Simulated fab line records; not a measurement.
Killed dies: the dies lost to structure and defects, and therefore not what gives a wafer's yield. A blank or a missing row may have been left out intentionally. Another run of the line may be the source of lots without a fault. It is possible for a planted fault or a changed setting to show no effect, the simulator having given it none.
A struck lot beside a sound one :: flow sky130 :: 15 steps out of a route of 708
Sound: these wafers, L386.2, L386.4, L386.5. Wafers struck: L396.1, L396.4, L396.5. At the end, the cause is stated.
At each step with rows: each side's tool, then ch and its chambers, then its first start. Under that, the readings that differ: sound wafers :: struck wafers :: difference of the means :: sigmas: that difference in standard deviations of wafers without a fault.
alike: a reading whose means differ by less than 2 such deviations, as well as words and numbers matching on both sides. not compared: withheld readings; readings where some wafer has no value; bounds like >300 that might hide an equal value; numbers whose values overlap and for which the record gives no deviation.
Wherever a step has rows on one side only, a row that says differs or no value, or a row with sigmas, the two part there. Numbers that have no deviation but don't overlap get no sigmas and don't part them. A reading that every wafer of one side lacks parts them only if that side has two wafers or more.

SKY_VIA2_BOW_MEAS_03:
  sound on film metro-03, day 38 07:27; struck on film metro-04, day 40 20:59
  alike: VIA2_BOW
then, 8 steps without rows for these wafers: SKY_VIA2_DEHYDRATE_04 (time 60 s); SKY_VIA2_HMDS_05 (prime time 60 s); SKY_VIA2_COAT_06 (resist thk 60 nm); SKY_VIA2_COAT_07 (resist thk 450 nm); SKY_VIA2_SOFTBAKE_08 (time 90 s); SKY_VIA2_EXPOSE_09 (exposes mask VIM2, target cd 200 nm); SKY_VIA2_PEB_10; SKY_VIA2_DEVELOP_11 (develop time 60 s).
SKY_VIA2_CD_MEAS_12 targets a cd of 200 nm.
  sound on cd sem-02, day 39 08:53; struck on cd sem-02, day 41 21:04
  alike: cd nm
SKY_VIA2_OVL_MEAS_13:
  sound on overlay-01, day 39 08:59; struck on overlay-02, day 41 21:11
  alike: VIA2_OVL
SKY_VIA2_ETCH_14: etches BARC in N2/H2, stops on SiO2, time 45.9 s, target depth 60 nm.
  sound on rie diel-03 ch 1,3, day 39 09:01; struck on rie diel-02 ch 1,3, day 41 21:13
  alike: bias w, chamber pressure mTorr, drypump motor current A, oes product au, rf fwd power W, throttle valve pct
  not compared: rf hours counter h
SKY_VIA2_ETCH_15: etches SiO2 in C4F8/O2/Ar, stops on TiN, target depth 546 nm, time 84 s.
  sound on rie diel-03 ch 1,3, day 39 09:04; struck on rie diel-02 ch 1,3, day 41 21:16
  no value came back on the struck wafers for bias w (W), chamber pressure mTorr (mTorr), oes product au (a.u.), rf fwd power W (W); on the sound wafers bias w (W) reads 1203 1202 1203
reading: model.KrF-thick_of_VIA2_COAT_07.thk nm (nm)
sound: 284.5 286.1 282.7
struck: 392.3 392.5 391.9
difference: +107.8
sigmas: 
  not compared: rf hours counter h
SKY_VIA2_STRIP_16: strips in O2/N2.
  sound on plasma asher-01 ch 0,1, day 39 09:08; struck on plasma asher-01 ch 0, day 41 21:19
reading: oes product au (a.u.)
sound: 0.398 0.402 0.395
struck: 0.445 0.458 0.443
difference: +0.050
sigmas: +11

reading: strip time to endpoint s (s)
sound: 4.075 4.084 4.055
struck: 5.185 5.194 5.174
difference: +1.113
sigmas: +40
  alike: drypump motor current A
  not compared: rf hours counter h
then, 1 step without rows for these wafers: SKY_VIA2_STRIP_17 (strips in post etch residue remover, time 1200 s).

WHERE THEY PART
Earliest at SKY_VIA2_ETCH_15; latest, in this record, at SKY_VIA2_STRIP_16.

WHY: the cause the simulator had injected
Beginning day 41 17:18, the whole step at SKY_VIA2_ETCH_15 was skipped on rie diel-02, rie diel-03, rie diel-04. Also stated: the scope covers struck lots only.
